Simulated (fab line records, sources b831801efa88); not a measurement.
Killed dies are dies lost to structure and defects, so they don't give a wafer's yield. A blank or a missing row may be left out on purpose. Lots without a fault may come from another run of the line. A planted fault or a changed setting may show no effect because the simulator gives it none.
One fault seen from 2 desks | flow gf180mcu | each desk has only its own numbers; what lay behind them comes last

THE METROLOGY DESK
What the gauges read, lot by lot, whatever tool the lot ran on: means of the sampled wafers that have a number. A lot is out of limits, marked OUT, if its mean lies more than 4 standard deviations from the usual mean; the brackets give that distance.
Columns: A = HV_LDD_3_TW at GF_HV_LDD_TW_MEAS_38, usual 1438; B = V1_CVD_00_THK at GF_V1_THK_MEAS_01, usual 598 nm
lot  | first seen here | A    | B
L471 | day 11 08:31    | 1443 | 600
L472 | day 11 11:47    | 1441 | 601
L473 | day 11 20:13    | 1444 | 596
L474 | day 12 09:56    | 1437 | 600
L475 | day 12 10:41    | 1429 | 605
L476 | day 12 17:40    | 1445 | 595
L477 | day 13 08:44    | 1431 | 601
L478 | day 13 14:17    | 1434 | 594
L479 | day 14 04:49    | 1437 | 597
L480 | day 14 20:50    | 1449 | 591
L482 | day 15 17:42    | 1429 | 594
L485 | day 16 10:32    | 1435 | 589
This desk's finding: nothing out of limits on any of the 12 lots.

THE TOOL OWNER'S DESK: litho_track-02
The tool's own readings at GF_POLY_GATE_DEVELOP_09 (develop time 60 s): means of the sampled wafers that have a number, for each lot that ran on this tool. A lot is out of limits, marked OUT, if its mean lies more than 4 standard deviations from the usual mean; the brackets give that distance.
Columns: A = chill_plate_temp_C at GF_POLY_GATE_DEVELOP_09, usual 22.99 C
lot  | first seen here | A
L474 | day 9 20:53     | 22.95
L475 | day 10 00:25    | 22.99
L479 | day 11 15:46    | 22.91
This desk's finding: nothing out of limits on any of the 3 lots.

PUT TOGETHER
The metrology desk saw nothing out of limits.
The tool owner's desk saw nothing out of limits.

WHAT THE SIMULATOR HAD PUT IN
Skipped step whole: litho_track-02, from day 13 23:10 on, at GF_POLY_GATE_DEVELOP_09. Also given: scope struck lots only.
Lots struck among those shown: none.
